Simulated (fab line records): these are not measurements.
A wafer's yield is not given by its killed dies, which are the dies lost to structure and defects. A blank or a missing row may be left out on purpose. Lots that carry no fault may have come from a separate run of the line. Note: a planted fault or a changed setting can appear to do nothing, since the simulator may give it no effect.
Matching of chambers ; flow sky130 ; SKY_VIA2_CMP_02 on cmp-01: 4 sister chambers
The step polishes SiO2. 14 wafers are shown with their chamber, then 7 later ones without.

WAFERS WITH THEIR CHAMBER
wafer;chamber;motor_current_A (A)
L770.1;3;13.8
L770.2;0;13.3
L770.3;1;10.5
L774.2;1;10.3
L774.4;2;10.9
L774.6;2;10.9
L777.2;0;13.2
L777.3;2;10.4
L777.4;3;13.5
L778.2;0;13.2
L778.3;1;9.8
L778.4;2;11.3
L779.4;1;10.6
L779.5;0;13.5

SIGNATURES (means of the wafers above)
reading;chamber 0;chamber 1;chamber 2;chamber 3;scatter within a chamber
motor_current_A;13.300;10.300;10.875;13.650;0.299
Rule: for each reading, subtract the chamber's mean from the wafer's reading, divide by that reading's scatter and square the result; add these up over the readings and take the root, which gives the wafer's distance from the chamber. The wafer belongs to the nearest chamber; if the next one is less than 2 further off, it can't be placed. The scatter: take each reading less its chamber's mean, square it, sum over the shown wafers, divide by the number of wafers less the number of chambers, and take the root.

WAFERS WITH NO CHAMBER GIVEN
wafer;motor_current_A (A)
L779.6;13.4
L787.2;13.4
L787.3;13.4
L787.6;14.1
L788.3;10.6
L788.4;13.9
L788.6;10.8

CHAMBER TAKEN BY EACH
wafer;from the rows above;in truth
L779.6;can't be placed: 0 or 3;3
L787.2;can't be placed: 0 or 3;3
L787.3;can't be placed: 0 or 3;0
L787.6;can't be placed: 3 or 0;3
L788.3;can't be placed: 2 or 1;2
L788.4;can't be placed: 3 or 0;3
L788.6;can't be placed: 2 or 1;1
Correctly placed: 0 of 7. These rows do not allow placing 7 (true chamber among the candidates in 7). Placed wrongly: 0.
